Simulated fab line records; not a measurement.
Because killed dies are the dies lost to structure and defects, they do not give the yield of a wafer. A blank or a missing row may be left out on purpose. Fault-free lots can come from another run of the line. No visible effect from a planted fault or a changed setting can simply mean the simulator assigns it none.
Chamber matching + flow sky130 + SKY_PASSIVATION_ETCH_11 on rieDiel-01 has 4 sister chambers
The step etches the open film in CF4/O2, stops on AlCu, target depth 725 nm, time 161.1 s. 8 wafers are shown with their chamber, then 8 later ones without.

== EACH WAFER AND ITS CHAMBER ==
| wafer  | chamber | drypumpMotorCurrentA (A) | oesProductAu (a.u.) |
|--------|---------|--------------------------|---------------------|
| L083.5 | 2       | 5.7                      | 0.986               |
| L084.6 | 2       | 5.7                      | 0.988               |
| L089.1 | 0       | 5.6                      | 0.975               |
| L089.2 | 3       | 5.6                      | 0.975               |
| L091.1 | 1       | 6.0                      | 0.978               |
| L091.2 | 0       | 5.6                      | 0.979               |
| L091.3 | 3       | 5.5                      | 0.973               |
| L091.4 | 1       | 6.0                      | 0.980               |

== WAFERS WITHOUT THEIR CHAMBER ==
| wafer  | drypumpMotorCurrentA (A) | oesProductAu (a.u.) |
|--------|--------------------------|---------------------|
| L091.5 | 5.5                      | 0.977               |
| L091.6 | 5.6                      | 0.960               |
| L094.1 | 5.6                      | 0.971               |
| L094.3 | 6.0                      | 0.985               |
| L094.5 | 5.6                      | 0.988               |
| L097.1 | 5.6                      | 0.981               |
| L097.3 | 5.7                      | 0.973               |
| L097.4 | 6.0                      | 0.978               |

== WHICH CHAMBER EACH WENT THROUGH ==
| wafer  | from the rows above     | in truth                   |
|--------|-------------------------|----------------------------|
| L091.5 | can't be placed: 3 or 0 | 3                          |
| L091.6 | can't be placed: 3 or 0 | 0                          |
| L094.1 | can't be placed: 3 or 0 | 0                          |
| L094.3 | 1                       | 1                          |
| L094.5 | 2                       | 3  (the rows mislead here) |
| L097.1 | can't be placed: 0 or 3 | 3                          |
| L097.3 | can't be placed: 0 or 3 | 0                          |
| L097.4 | 1                       | 1                          |
Correct placement for 2 of the 8. Unplaceable from these rows: 5, with the true chamber sitting among the candidates in 5. Number placed wrongly: 1.
How it was worked out, from the rows above alone: a wafer's distance from a chamber is the root of the sum, over the readings, of the square of ((its reading less the chamber's mean) divided by the reading's scatter). If the next closest chamber is less than 2 further off than the closest, the wafer can't be placed; otherwise it belongs to the closest. For every chamber, the mean is computed from those of its wafers that are shown. The scatter: the root of (the sum of the squares of (reading less its chamber's mean) over the shown wafers, divided by (wafers less chambers)).
